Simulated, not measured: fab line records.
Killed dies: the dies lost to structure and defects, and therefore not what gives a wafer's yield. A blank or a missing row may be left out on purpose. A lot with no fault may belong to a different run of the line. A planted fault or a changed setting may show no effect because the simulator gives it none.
Which of the tools did it? -- flow gf180mcu -- 12 lots, 34 wafers sampled, at 4 steps of a route of 602

## WHAT EACH GAUGE READ, for each wafer
GF_VT_IMPLANT_RS_MEAS_49: a four-point-probe measurement. Usual: MVPSD_RS 1167.6 ohm/sq, standard deviation 2.5.
lot,measured,on,MVPSD_RS (ohm/sq),flag
L171,day 7 11:58,film_metro-04,1168.2 1166.8 1164.3,
L172,day 7 23:38,film_metro-01,1167.9 1167.1 1169.6,
L173,day 8 03:56,film_metro-01,1173.7 1171.0 1168.6,
L174,day 8 09:53,film_metro-01,1163.9 1164.2 1164.1,
L175,day 8 17:56,film_metro-01,1165.5 1168.5 1166.3,
L176,day 9 00:17,film_metro-01,1168.4 1171.3 1166.3,
L177,day 9 06:33,film_metro-01,1167.9 1168.3 1170.6,
L178,day 9 14:12,film_metro-01,1164.2 1163.6 1166.9,
L179,day 9 20:07,film_metro-01,1168.7 1169.1 1167.6,
L182,day 10 16:19,film_metro-04,1135.5,OFF
L183,day 11 01:01,film_metro-04,1171.6 1167.0 1170.4,
L194,day 14 09:50,film_metro-01,1171.6 1171.5 1170.9,

GF_DUAL_GATE_OVL_MEAS_11. Usual: DUAL_GATE_OVL 0.1 nm, standard deviation 1.4.
lot,measured,on,DUAL_GATE_OVL (nm),flag
L171,day 8 06:57,overlay-01,-0.2 0.4 -0.9,
L172,day 8 17:59,overlay-01,-0.2 2.3 3.4,
L173,day 8 22:07,overlay-01,0.4 1.8 0.5,
L174,day 9 04:55,overlay-01,-0.2 -0.9 -0.7,
L175,day 9 13:05,overlay-02,0.6 -0.3 1.0,
L176,day 9 19:29,overlay-02,3.1 -0.4 -0.7,
L177,day 10 01:56,overlay-02,1.7 0.3 1.4,
L178,day 10 09:22,overlay-01,1.3 -0.6 0.6,
L179,day 10 16:26,overlay-01,0.7 1.2 0.7,
L182,day 11 13:02,overlay-02,1.9,
L183,day 11 22:41,overlay-01,-1.2 -1.4 0.1,
L194,day 15 08:55,overlay-02,2.9 2.9 2.3,

GF_HV_LDD_TW_MEAS_23. Usual: HV_LDD_2_TW 1062, standard deviation 8.5.
lot,measured,on,HV_LDD_2_TW,flag
L171,day 10 18:27,film_metro-04,1068 1061 1062,
L172,day 11 05:32,film_metro-03,1067 1069 1068,
L173,day 11 11:50,film_metro-01,1049 1061 1050,
L174,day 11 17:19,film_metro-01,1051 1055 1052,
L175,day 12 04:53,film_metro-03,1064 1060 1057,
L176,day 12 10:52,film_metro-01,1058 1059 1059,
L177,day 12 16:03,film_metro-01,1054 1055 1059,
L178,day 13 02:02,film_metro-01,1057 1056 1055,
L179,day 13 09:59,film_metro-04,1059 1064 1060,
L182,day 14 06:45,film_metro-04,1055,
L183,day 14 16:44,film_metro-04,1056 1057 1049,
L194,day 18 11:32,film_metro-04,1066 1059 1059,

## EACH LOT AND THE TOOL THAT RAN IT (in order: tool; ch and the chambers of the sampled wafers; start)
lot,GF_MVPSD_IMPLANT_08
L171,"implanter-02 ch 0, day 4 23:50"
L172,"implanter-02 ch 0, day 5 08:50"
L173,"implanter-01 ch 0, day 5 12:43"
L174,"implanter-02 ch 0, day 5 19:09"
L175,"implanter-02 ch 0, day 6 00:51"
L176,"implanter-01 ch 0, day 6 06:52"
L177,"implanter-04 ch 0, day 6 12:29"
L178,"implanter-01 ch 0, day 6 18:31"
L179,"implanter-02 ch 0, day 6 23:52"
L182,"implanter-02 ch 0, day 7 17:49"
L183,"implanter-04 ch 0, day 8 01:07"
L194,"implanter-01 ch 0, day 10 23:36"
- GF_MVPSD_IMPLANT_08

## WHAT THE TOOLS THEMSELVES READ (means of the sampled wafers that have a number; where no wafer has one, the mark that the record gives instead)
GF_MVPSD_IMPLANT_08. Usual: beam_energy_keV 169.99, standard deviation 0.054; beam_on_s 10.00 s, standard deviation 0.22; faraday_current_uA 84.6, standard deviation 1.8.
lot,tool,beam_energy_keV,beam_on_s (s),faraday_current_uA,flag
L171,implanter-02,170.00,10.13,83.9,
L172,implanter-02,169.98,10.04,84.2,
L173,implanter-01,170.04,10.04,84.3,
L174,implanter-02,169.97,9.98,84.9,
L175,implanter-02,170.02,9.96,84.9,
L176,implanter-01,169.98,9.69,87.1,
L177,implanter-04,169.98,10.05,84.4,
L178,implanter-01,169.99,9.86,85.8,
L179,implanter-02,169.92,9.92,85.4,
L182,implanter-02,169.93,10.99,76.7,OFF
L183,implanter-04,169.98,10.22,83.0,
L194,implanter-01,170.04,9.97,84.8,

## THE ANSWER, worked out from the rows above alone
Rule: take the mean of a lot's wafers that have a number; if it is more than 3 standard deviations from the usual mean, the lot is off. Also off: a lot with no number at a reading for which 4 or more lots have one. Where the step has rows for the other lots, those lots are counted as sound. Order of review: gauges by route order, followed by the tools' own readings, for which a lot's mean as printed above is used. At the first step where some lot is off, the reading lying furthest off is the one used; lots without a number count as furthest.
Off: at GF_VT_IMPLANT_RS_MEAS_49 (MVPSD_RS), L182.
If a tool, at a process step before that reading, ran all the lots that are off and no sound lot after the first of them, it fits. The gauges at GF_VT_IMPLANT_RS_MEAS_49 aren't tried: what is off there is off at GF_MVPSD_IMPLANT_08 too, on other tools, and a gauge's error can't cause that. One fits: implanter-02 at GF_MVPSD_IMPLANT_08. Its last sound lot is L179 (day 6 23:52), its first lot that is off L182 (day 7 17:49): a fault that began between those two fits.
The tool's own readings at GF_MVPSD_IMPLANT_08 bear it out: on the lots that are off they differ by more than 5 times the standard deviation of the sound lots' means. beam_on_s reads 10.99 s there against 9.99 s on the sound lots; faraday_current_uA reads 76.7 there against 84.8 on the sound lots.

## WHAT THE SIMULATOR HAD INSERTED
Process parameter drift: implanter-02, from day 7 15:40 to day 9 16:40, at GF_MVPSD_IMPLANT_08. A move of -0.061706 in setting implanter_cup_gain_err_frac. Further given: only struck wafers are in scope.
Lots struck among those shown: L182. This agrees with what the rule above found.
